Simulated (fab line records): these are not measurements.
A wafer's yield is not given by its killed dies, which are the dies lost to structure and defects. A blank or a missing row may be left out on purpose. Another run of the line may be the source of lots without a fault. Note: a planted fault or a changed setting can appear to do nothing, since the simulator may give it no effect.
Which of the tools did it? | flow sky130 | at 1 step of a route of 708, 6 lots with 18 wafers sampled

## WHAT THE GAUGES SHOWED, per wafer
SKY_NWELL_RS_MEAS_29: uses a four-point probe to measure.
lot  | measured     | on           | NWELL_RS (ohm/sq)
L516 | day 6 16:16  | filmMetro-03 | 634.0 633.3 633.8
L525 | day 9 01:37  | filmMetro-03 | 631.8 633.5 629.9
L528 | day 9 15:07  | filmMetro-03 | 632.0 632.1 631.2
L530 | day 10 03:13 | filmMetro-01 | 632.2 631.6 631.5
L532 | day 10 13:14 | filmMetro-03 | 632.7 632.1 632.8
L534 | day 11 10:28 | filmMetro-03 | 632.9 632.1 632.4

## WHAT TOOL EACH LOT RAN ON (gives the tool, then ch and the chambers of the sampled wafers, and finally the start)
The record holds no process step before these readings.

## THE ANSWER, worked out from the rows above alone
Rule: usual is defined by the lots themselves. The widest of any qualifying gaps counts: lots, ordered by their means at a reading, are off when they make up no more than a third of the lots, leave a main group of 4 or more, and stand apart from it by 3 or more times the standard deviation of that group's means. Not used: any main group whose means are identical at the precision the tables above print for the reading. Also off: a lot with no number at a reading for which 4 or more lots have one. Where the step has rows for the other lots, those lots are counted as sound.
Off: L516, at SKY_NWELL_RS_MEAS_29 (NWELL_RS). Main group: mean 632.1 ohm/sq, sd 0.37.
If a tool, at a process step before that reading, ran all the lots that are off and no sound lot after the first of them, it fits. Gauges at SKY_NWELL_RS_MEAS_29: tried the same way as those tools. No candidate that was tried fits.

## WHAT THE SIMULATOR HAD PUT IN
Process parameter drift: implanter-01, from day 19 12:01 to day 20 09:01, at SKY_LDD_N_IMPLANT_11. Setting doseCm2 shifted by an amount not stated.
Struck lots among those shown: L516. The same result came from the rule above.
